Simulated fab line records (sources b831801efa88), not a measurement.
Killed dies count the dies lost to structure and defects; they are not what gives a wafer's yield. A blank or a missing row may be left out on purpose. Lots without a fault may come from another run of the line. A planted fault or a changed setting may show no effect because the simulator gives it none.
What tool caused it?	flow sky130	Sampling: 14 lots, 42 wafers, 6 of 708 route steps

## WHAT THE GAUGES SHOWED, per wafer
SKY_FIELD_ISO_THK_MEAS_23.
lot	measured	on	FIELD_ISO_OXIDATION_01_THK (nm)
L249	day 2 10:09	filmMetro-01	10.11 10.34 10.23
L250	day 2 13:07	filmMetro-01	10.07 9.82 9.78
L251	day 2 17:00	filmMetro-02	10.06 9.94 9.94
L252	day 2 23:41	filmMetro-02	9.96 9.97 9.81
L253	day 3 03:45	filmMetro-01	9.80 9.88 9.73
L254	day 3 11:13	filmMetro-03	10.03 9.93 9.91
L255	day 3 14:05	filmMetro-02	10.03 9.85 10.14
L256	day 3 21:37	filmMetro-02	9.99 9.93 10.02
L260	day 4 17:34	filmMetro-03	9.85 9.81 9.80
L263	day 5 08:31	filmMetro-01	9.76 9.75 9.79
L265	day 5 20:04	filmMetro-01	9.86 9.83 9.79
L266	day 6 02:34	filmMetro-02	10.26 10.01 9.99
L267	day 6 05:27	filmMetro-03	9.93 9.94 9.93
L269	day 6 15:25	filmMetro-01	10.20 10.08 10.29

SKY_PWDE_OVL_MEAS_07.
lot	measured	on	PWDE_OVL (nm)
L249	day 3 23:55	overlay-02	0.4 -0.2 0.8
L250	day 4 02:15	overlay-02	0.7 0.5 -1.6
L251	day 4 10:16	overlay-02	1.8 2.7 3.1
L252	day 4 13:29	overlay-02	-0.3 0.9 -2.4
L253	day 4 19:48	overlay-01	-0.8 -1.0 -1.5
L254	day 5 02:23	overlay-01	0.1 -0.2 -1.7
L255	day 5 04:40	overlay-02	0.8 1.6 1.8
L256	day 5 11:59	overlay-02	0.4 0.1 -0.7
L260	day 6 12:37	overlay-01	-3.0 -1.9 -0.8
L263	day 7 06:21	overlay-01	-2.4 -2.1 -1.8
L265	day 7 15:29	overlay-01	-1.0 -0.2 -1.1
L266	day 7 23:17	overlay-02	- - -
L267	day 8 03:57	overlay-02	- - -
L269	day 8 11:52	overlay-01	-1.1 0.3 -1.1

SKY_NWELL_TW_MEAS_26.
lot	measured	on	NWELL_2_TW
L249	day 5 11:01	filmMetro-03	496 493 495
L250	day 5 13:40	filmMetro-04	499 497 498
L251	day 5 21:00	filmMetro-04	503 498 499
L252	day 6 02:38	filmMetro-03	489 491 487
L253	day 6 07:54	filmMetro-03	485 489 490
L254	day 6 15:31	filmMetro-04	495 495 496
L255	day 6 16:52	filmMetro-04	496 499 498
L256	day 7 02:50	filmMetro-04	501 501 502
L260	day 8 04:46	filmMetro-04	494 498 498
L263	day 9 00:10	filmMetro-03	488 485 488
L265	day 9 10:36	filmMetro-04	499 499 497
L266	day 9 18:57	filmMetro-04	550 550 551
L267	day 9 23:48	filmMetro-01	562 560 556
L269	day 10 08:21	filmMetro-01	502 503 506

## WHICH TOOL RAN EACH LOT (tool, then ch and the chambers of the sampled wafers, then the start)
lot	SKY_PWDE_COAT_02	SKY_PWDE_STRIP_09	SKY_NWELL_STRIP_14
L249	lithoTrack-03 ch 0, day 3 15:09	plasmaAsher-01 ch 0,1, day 4 00:06	plasmaAsher-04 ch 0,1, day 4 17:17
L250	lithoTrack-01 ch 0, day 3 17:43	plasmaAsher-01 ch 0,1, day 4 02:26	plasmaAsher-03 ch 0,1, day 4 20:13
L251	lithoTrack-01 ch 0, day 4 01:40	plasmaAsher-02 ch 0,1, day 4 10:36	plasmaAsher-04 ch 0,1, day 5 04:24
L252	lithoTrack-04 ch 0, day 4 04:35	plasmaAsher-01 ch 1, day 4 13:40	plasmaAsher-03 ch 0, day 5 07:59
L253	lithoTrack-03 ch 0, day 4 10:43	plasmaAsher-02 ch 0,1, day 4 20:08	plasmaAsher-03 ch 0,1, day 5 13:29
L254	lithoTrack-04 ch 0, day 4 17:06	plasmaAsher-02 ch 0,1, day 5 02:34	plasmaAsher-03 ch 1, day 5 20:33
L255	lithoTrack-04 ch 0, day 4 20:05	plasmaAsher-03 ch 0,1, day 5 04:52	plasmaAsher-01 ch 0,1, day 5 21:53
L256	lithoTrack-03 ch 0, day 5 03:06	plasmaAsher-02 ch 0,1, day 5 12:11	plasmaAsher-04 ch 0,1, day 6 07:24
L260	lithoTrack-03 ch 0, day 6 03:03	plasmaAsher-01 ch 0,1, day 6 12:48	plasmaAsher-03 ch 0,1, day 7 08:43
L263	lithoTrack-03 ch 0, day 6 20:04	plasmaAsher-02 ch 0,1, day 7 06:32	plasmaAsher-01 ch 0,1, day 8 02:37
L265	lithoTrack-01 ch 0, day 7 05:34	plasmaAsher-01 ch 0,1, day 7 15:40	plasmaAsher-01 ch 0,1, day 8 12:38
L266	lithoTrack-04, day 7 12:38	plasmaAsher-03 ch 0,1, day 7 23:28	plasmaAsher-01 ch 0,1, day 8 21:01
L267	lithoTrack-04, day 7 17:17	plasmaAsher-02 ch 0,1, day 8 04:08	plasmaAsher-03 ch 0,1, day 9 01:37
L269	lithoTrack-03 ch 0, day 8 01:31	plasmaAsher-03 ch 0,1, day 8 12:03	plasmaAsher-04 ch 0,1, day 9 10:27
- SKY_PWDE_COAT_02: resist thk 3059 nm.
- SKY_PWDE_STRIP_09: strips in O2/N2.
- SKY_NWELL_STRIP_14: strips in O2/N2.

## AS READ BY THE TOOLS THEMSELVES (means over the sampled wafers that have a number; for cases with no such wafer, the mark the record gives instead)
SKY_PWDE_COAT_02.
lot	tool	chillPlateTempC (C)	dispensePressureKPa (kPa)	spinSpeedRpm (rpm)
L249	lithoTrack-03	22.90	53.5	2000.5
L250	lithoTrack-01	23.03	46.7	1999.5
L251	lithoTrack-01	23.05	46.6	2001.0
L252	lithoTrack-04	23.06	52.9	1999.9
L253	lithoTrack-03	23.07	53.4	2000.3
L254	lithoTrack-04	23.07	52.9	2000.5
L255	lithoTrack-04	23.05	52.9	2000.0
L256	lithoTrack-03	22.92	53.4	1998.8
L260	lithoTrack-03	22.95	53.4	2000.7
L263	lithoTrack-03	22.92	53.4	1999.9
L265	lithoTrack-01	22.97	46.7	2000.2
L266	lithoTrack-04	-	-	-
L267	lithoTrack-04	-	-	-
L269	lithoTrack-03	22.90	53.4	2000.2

SKY_PWDE_STRIP_09.
lot	tool	drypumpMotorCurrentA (A)	oesProductAu (a.u.)	stripTimeToEndpointS (s)
L249	plasmaAsher-01	6.0	0.720	37.70
L250	plasmaAsher-01	5.5	0.722	37.38
L251	plasmaAsher-02	5.2	0.724	37.58
L252	plasmaAsher-01	5.1	0.729	37.66
L253	plasmaAsher-02	5.6	0.726	37.69
L254	plasmaAsher-02	5.2	0.725	37.74
L255	plasmaAsher-03	5.7	0.722	37.70
L256	plasmaAsher-02	5.2	0.726	37.61
L260	plasmaAsher-01	5.6	0.722	37.69
L263	plasmaAsher-02	5.2	0.725	37.73
L265	plasmaAsher-01	5.5	0.726	37.52
L266	plasmaAsher-03	5.6	-	-
L267	plasmaAsher-02	5.2	-	-
L269	plasmaAsher-03	5.7	0.716	37.48

SKY_NWELL_STRIP_14.
lot	tool	drypumpMotorCurrentA (A)	oesProductAu (a.u.)	stripTimeToEndpointS (s)
L249	plasmaAsher-04	6.3	0.725	36.76
L250	plasmaAsher-03	5.7	0.719	36.73
L251	plasmaAsher-04	6.3	0.724	36.76
L252	plasmaAsher-03	5.5	0.722	36.86
L253	plasmaAsher-03	5.7	0.717	37.04
L254	plasmaAsher-03	5.8	0.724	36.95
L255	plasmaAsher-01	6.1	0.725	36.67
L256	plasmaAsher-04	6.3	0.723	37.02
L260	plasmaAsher-03	5.7	0.724	37.00
L263	plasmaAsher-01	5.6	0.725	36.88
L265	plasmaAsher-01	6.0	0.723	36.95
L266	plasmaAsher-01	5.5	0.723	36.85
L267	plasmaAsher-03	5.7	0.724	36.85
L269	plasmaAsher-04	6.3	0.724	37.00

## THE ANSWER, worked out from the rows above alone
Rule: the usual values come from the lots themselves. The widest of any qualifying gaps counts: lots, ordered by their means at a reading, are off when they make up no more than a third of the lots, leave a main group of 4 or more, and stand apart from it by 3 or more times the standard deviation of that group's means. A main group is skipped when, at the precision printed for the reading in the tables above, its means are all equal. A lot without any number at a reading at which 4 lots or more have one is off too. Any other lot the step has rows for is counted as sound. The gauges are gone through in route order, then the tools' own readings, and for those a lot's mean is taken as printed above. At the first step where some lot is off, the reading lying furthest off is the one used; lots without a number count as furthest.
Off: L266, L267, seen at SKY_PWDE_OVL_MEAS_07 (PWDE_OVL). Without a number there: L266, L267. The main group has a mean of -0.3 nm with a standard deviation of 1.2.
A tool fits if, at a process step before that reading, it ran every lot that is off, and no sound lot after the first of them. Not tried: the gauges at SKY_PWDE_OVL_MEAS_07; whatever is off there is also off at SKY_NWELL_TW_MEAS_26, on other tools, and gauge error can't account for it. One candidate fits, namely lithoTrack-04 at SKY_PWDE_COAT_02. A fault onset in the window from L255 (day 4 20:05, its last sound lot) to L266 (day 7 12:38, its first lot off) fits.
Blank at SKY_PWDE_COAT_02 on the lots that are off, where sound lots have numbers: chillPlateTempC, dispensePressureKPa, spinSpeedRpm.

## WHAT WAS PUT IN BY THE SIMULATOR
Whole step skipped at SKY_PWDE_COAT_02 on lithoTrack-04, starting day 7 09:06. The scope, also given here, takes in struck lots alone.
Shown lots that were struck: L266, L267. Same finding as the rule above.
